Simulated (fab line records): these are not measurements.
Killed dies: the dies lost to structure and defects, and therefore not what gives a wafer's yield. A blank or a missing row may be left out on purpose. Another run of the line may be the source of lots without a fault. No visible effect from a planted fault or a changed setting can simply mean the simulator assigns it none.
Split-lot experiment | flow gf180mcu | 23 wafers read across 5 lots, on a route 602 steps long

## THE SPLIT ITSELF
At GF_LVPWELL_COAT_02 (resist thk 3000 nm), the setting resist thk nm was moved away from the recipe's 3000 nm on 7 of the 23 wafers read, by -5.0% to +3.2%. For the rest of the wafers, this setting stayed at what the recipe calls for.

The split's own step is where the reading is taken.

## THE READING
coat_of_LVPWELL_COAT_02.thk nm (the simulator's own value, which no gauge read), in nm, at GF_LVPWELL_COAT_02 (resist thk 3000 nm). No usual value for it is given in the file. Average 3003 nm, standard deviation 10 nm, over the 16 wafers here run with the recipe.

wafer  | tool, chamber at the split | resist thk nm as run, nm | against the recipe | coat_of_LVPWELL_COAT_02.thk nm, nm | against lot-mates on the recipe
L076.1 | litho track-01, 0          | 3000                     | recipe             | 3013                               | -
L076.2 | litho track-01, 0          | 3000                     | recipe             | 2999                               | -
L076.3 | litho track-01, 0          | 3000                     | recipe             | 3004                               | -
L076.4 | litho track-01, 0          | 3000                     | recipe             | 3004                               | -
L076.5 | litho track-01, 0          | 3000                     | recipe             | 3015                               | -
L079.2 | litho track-01, 0          | 3000                     | recipe             | 2993                               | -
L079.3 | litho track-01, 0          | 3000                     | recipe             | 3006                               | -
L079.6 | litho track-01, 0          | 3000                     | recipe             | 3001                               | -
L083.2 | litho track-02, 0          | 2849                     | -5.0%              | 2840                               | -147
L083.4 | litho track-02, 0          | 2849                     | -5.0%              | 2840                               | -147
L083.3 | litho track-02, 0          | 3000                     | recipe             | 2980                               | -
L083.5 | litho track-02, 0          | 3000                     | recipe             | 2988                               | -
L083.6 | litho track-02, 0          | 3000                     | recipe             | 2994                               | -
L084.1 | litho track-02, 0          | 3000                     | recipe             | 3019                               | -
L084.2 | litho track-02, 0          | 3000                     | recipe             | 3016                               | -
L084.3 | litho track-02, 0          | 3065                     | +2.2%              | 3083                               | +68
L084.5 | litho track-02, 0          | 3000                     | recipe             | 3009                               | -
L084.6 | litho track-02, 0          | 3065                     | +2.2%              | 3085                               | +70
L085.1 | litho track-04, 0          | 3097                     | +3.2%              | 3107                               | +106
L085.2 | litho track-04, 0          | 3097                     | +3.2%              | 3094                               | +93
L085.3 | litho track-04, 0          | 3097                     | +3.2%              | 3100                               | +99
L085.4 | litho track-04, 0          | 3000                     | recipe             | 2999                               | -
L085.5 | litho track-04, 0          | 3000                     | recipe             | 3003                               | -

FIT RESULTS
A straight line over all 23 wafers: coat_of_LVPWELL_COAT_02.thk nm changes by +32.1 nm for each +1% of resist thk nm; r = +0.99; the points scatter about the line by 10 nm.
The same after taking each lot's own level away (the mean of its wafers on the recipe; 23 wafers): +30 nm for each +1%; r = +1.00; scatter 5.2 nm.
Per that fit: largest resist thk nm move, reading shift of 1.5e+02 nm.
The span of the lots' own levels, 2987.3 to 3014.7 nm, comes to 2.7 times the standard deviation stated above.
So the lot-to-lot level changes the slope little: the two slopes agree.
Check: -151 nm against its lot-mates is what the line predicts for one of the wafers moved furthest among these (-5.0%) when that wafer is left out of the fit. It came out at -147 nm against them.

## OTHER SPLITS APPLIED TO THESE WAFERS
Note: prior to the reading, these wafers also went through further splits. Each is held against what the fit with the lots' levels taken away leaves over:
other split on the same wafers | wafers away from the commonest value | r with coat_of_LVPWELL_COAT_02.thk nm (lot level and that fit taken away)
GF_STI_COAT_07 resist thk nm   | 8                                    | -0.04
GF_STI_SOFTBAKE_08 temp c      | 10                                   | +0.11

## THE WHOLE CHAIN: every reading that the file lists as answering this split, in the file's order
step                | what it does       | reading                                                                         | change (the file's fit)              | r (the file's)
GF_LVPWELL_COAT_02  | resist thk 3000 nm | coat_of_LVPWELL_COAT_02.thk nm (the simulator's own value, which no gauge read) | +30 nm for each +1% of the setting   | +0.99
GF_LVPWELL_STRIP_10 | strips in O2/N2    | strip time to endpoint s                                                        | withheld for each +1% of the setting | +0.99

## FILE'S OWN FIT
coat_of_LVPWELL_COAT_02.thk nm changes by +30 nm for each +1% of resist thk nm, r = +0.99.
